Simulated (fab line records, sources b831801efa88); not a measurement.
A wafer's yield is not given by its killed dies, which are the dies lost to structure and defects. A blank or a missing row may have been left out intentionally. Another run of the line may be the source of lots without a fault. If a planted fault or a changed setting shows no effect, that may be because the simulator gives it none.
A struck lot beside a sound one || flow sfq-line || 31 out of 325 route steps
Sound: wafers L706.2, L706.3, L706.6. Struck: wafers L703.3, L703.4, L703.5. At the end, the cause is stated.
Order at every step that has rows: each side's tool, ch and its chambers, its first start. Under that, the readings that differ: sound wafers || struck wafers || difference of the means || sigmas: that difference in standard deviations of wafers without a fault.
alike: same words and numbers on both sides, and readings whose means sit less than 2 such deviations apart. not compared: any withheld reading, any reading some wafer has no value for, any bound like >300 that may hide the same value, and any number with overlapping values for which the record gives no deviation.
A row with sigmas, a row that says differs or no value, or rows on one side alone: a step with any of these is where the two part. Non-overlapping numbers with no deviation appear without sigmas and do not part them. A reading missing from all wafers of one side parts the sides only when that side holds two or more wafers.

first, 1 step without rows for these wafers: SFQ_TRILAYER_M7_STRIP_SOLV_CLEAN_182 (cleans in NMP, time 600 s).
SFQ_TRILAYER_I7_DEP_PECVD_183: deposits SiO2 from SiH4/N2O, time 111.11 s, target thk 500 nm.
  sound on pecvd-01 ch 1,2, day 89 01:55; struck on pecvd-01 ch 0,2, day 87 04:11
  alike: heater-power-w, throttle-valve-pct
  not compared: since-wet-clean-h
SFQ_TRILAYER_I7_CMP_CMP_184: polishes SiO2.
  sound on cmp-01 ch 2,3, day 89 01:59; struck on cmp-02 ch 0,1,3, day 87 05:16
  alike: motor-current-A, platen-rpm, retaining-ring-pressure-frac, slurry-flow-ml-min, time-to-endpoint-s
SFQ_I7_BOW_MEAS_946:
  sound on film-metro-02, day 89 05:01; struck on film-metro-02, day 87 07:19
  alike: I7_BOW
SFQ_TRILAYER_I7_METRO_MEASURE_185:
  sound on film-metro-02, day 89 05:19; struck on film-metro-02, day 87 07:47
  alike: thk-nm
then, 6 steps without rows for these wafers: SFQ_TRILAYER_I7_VIA_LITHO_COAT_192 (resist thk 62 nm); SFQ_TRILAYER_I7_VIA_LITHO_COAT_187 (resist thk 650 nm); SFQ_TRILAYER_I7_VIA_LITHO_SOFTBAKE_191; SFQ_TRILAYER_I7_VIA_LITHO_EXPOSE_188 (exposes mask I7, target cd 1000 nm); SFQ_TRILAYER_I7_VIA_LITHO_PEB_190 (peb time 60 s); SFQ_TRILAYER_I7_VIA_LITHO_DEVELOP_189 (time 60 s).
SFQ_I7_OVL_MEAS_947:
  sound on overlay-01, day 89 08:41; struck on overlay-01, day 87 10:51
  alike: I7_OVL
SFQ_TRILAYER_I7_VIA_BARC_OPEN_VIA_ETCH_260: etches BARC in O2, target depth 125 nm, time 41.7 s.
  sound on rie-diel-02 ch 0,1,2, day 89 08:43; struck on rie-diel-02 ch 0,1,3, day 87 10:52
  no value came back on the struck wafers for bias-w (W), chamber-pressure-mTorr (mTorr), drypump-motor-current-A (A), oes-product-au (a.u.); on the sound wafers bias-w (W) reads 80.18 80.01 80.38
{"reading": "model.KrF_of_TRILAYER_I7_VIA_LITHO_COAT_187.thk-nm (nm)", "sound": "573.3 574 573", "struck": "622.1 622.8 625.2", "difference": "+49.9", "sigmas": ""}
  not compared: rf-hours-counter-h
SFQ_TRILAYER_I7_VIA_ETCH_VIA_ETCH_190: etches SiO2 in CHF3, stops on Nb, target depth 260 nm.
  sound on rie-diel-02 ch 0,1,2, day 89 08:46; struck on rie-diel-02 ch 0,1,3, day 87 10:55
{"reading": "oes-product-au (a.u.)", "sound": "0.860 0.853 0.862", "struck": "0.375 0.372 0.375", "difference": -0.484, "sigmas": -99}
{"reading": "model.KrF_of_TRILAYER_I7_VIA_LITHO_COAT_187.thk-nm (nm)", "sound": "529.6 530.4 528.5", "struck": "576.9 578.5 580.8", "difference": "+49.2", "sigmas": ""}
  alike: bias-w, chamber-pressure-mTorr, drypump-motor-current-A
SFQ_TRILAYER_I7_VIA_STRIP_STRIP_191: strips in O2.
  sound on rie-metal-03 ch 1, day 89 08:53; struck on rie-metal-02 ch 0,1, day 87 11:14
{"reading": "drypump-motor-current-A (A)", "sound": "6.4 6.4 6.4", "struck": "5.1 5.4 5.4", "difference": -1.1, "sigmas": -3}
  alike: oes-product-au
  not compared: rf-hours-counter-h
then, 5 steps without rows for these wafers: SFQ_TRILAYER_I7_VIA_STRIP_SOLV_CLEAN_192 (cleans in NMP, time 600 s); SFQ_TRILAYER_M8_LITHO_LOR_COAT_197; SFQ_TRILAYER_M8_LITHO_LOR_BAKE_198; SFQ_TRILAYER_M8_LITHO_COAT_193 (resist thk 600 nm); SFQ_TRILAYER_M8_LITHO_SOFTBAKE_199.
SFQ_TRILAYER_M8_LITHO_EXPOSE_194: exposes mask M8, target cd 2000 nm.
  struck on krf-scanner-02, day 88 04:35; sound on krf-scanner-01 ch 0, day 89 12:23
  no value came back on the struck wafers for exposure-dose-mJ-cm2, focus-offset-nm (nm), na; on the sound wafers exposure-dose-mJ-cm2 reads 14.384 14.394 14.376
  alike: mask
then, 2 steps without rows for these wafers: SFQ_TRILAYER_M8_LITHO_PEB_196 (peb time 60 s); SFQ_TRILAYER_M8_LITHO_DEVELOP_195 (img clear 15 s, time 55 s).
SFQ_M8_OVL_MEAS_948:
  sound on overlay-01, day 89 13:41; struck on overlay-01, day 88 05:42
{"reading": "M8_OVL (nm)", "sound": "-5 -3 -8", "struck": "- - -", "difference": "no value on the struck wafers", "sigmas": ""}
then, 3 steps without rows for these wafers: SFQ_TRILAYER_M8_DEP_EVAP_197 (material Ti, target thk 20 nm, time 100 s); SFQ_TRILAYER_M8_DEP_EVAP_198 (material Pt, target thk 50 nm, time 250 s); SFQ_TRILAYER_M8_DEP_EVAP_196 (material Au, target thk 180 nm, time 882.1 s).
SFQ_M8_RS_MEAS_949: measurement is done with a four-point probe.
  sound on film-metro-01, day 89 14:29; struck on film-metro-04, day 88 06:31
  alike: M8_AU_RS
SFQ_M8_THK_MEAS_950: measures by xrf.
  sound on film-metro-01, day 89 14:35; struck on film-metro-04, day 88 06:37
  alike: M8_AU_THK
then, 1 step without rows for these wafers: SFQ_TRILAYER_M8_LIFTOFF_LIFTOFF_197 (chemistry NMP, time 600 s).
SFQ_M8_BOW_MEAS_951:
  sound on film-metro-04, day 89 14:50; struck on film-metro-03, day 88 06:52
{"reading": "model.etest.m8.ohm-sq", "sound": "0.1562 0.1571 0.1597", "struck": "1e+06 1e+06 1e+06", "difference": "+1e+06", "sigmas": ""}
{"reading": "model.etest.i7.link-ohm", "sound": "1.064 1.052 1.061", "struck": "1e+06 1e+06 1e+06", "difference": "+1e+06", "sigmas": ""}
  alike: M8_BOW

== WHERE THEY PART ==
Earliest at SFQ_TRILAYER_I7_VIA_BARC_OPEN_VIA_ETCH_260; latest, in this record, at SFQ_M8_OVL_MEAS_948. Later steps at which nothing parts them and some readings are alike: SFQ_M8_RS_MEAS_949, SFQ_M8_THK_MEAS_950, SFQ_M8_BOW_MEAS_951.

WHY: the cause the simulator had injected
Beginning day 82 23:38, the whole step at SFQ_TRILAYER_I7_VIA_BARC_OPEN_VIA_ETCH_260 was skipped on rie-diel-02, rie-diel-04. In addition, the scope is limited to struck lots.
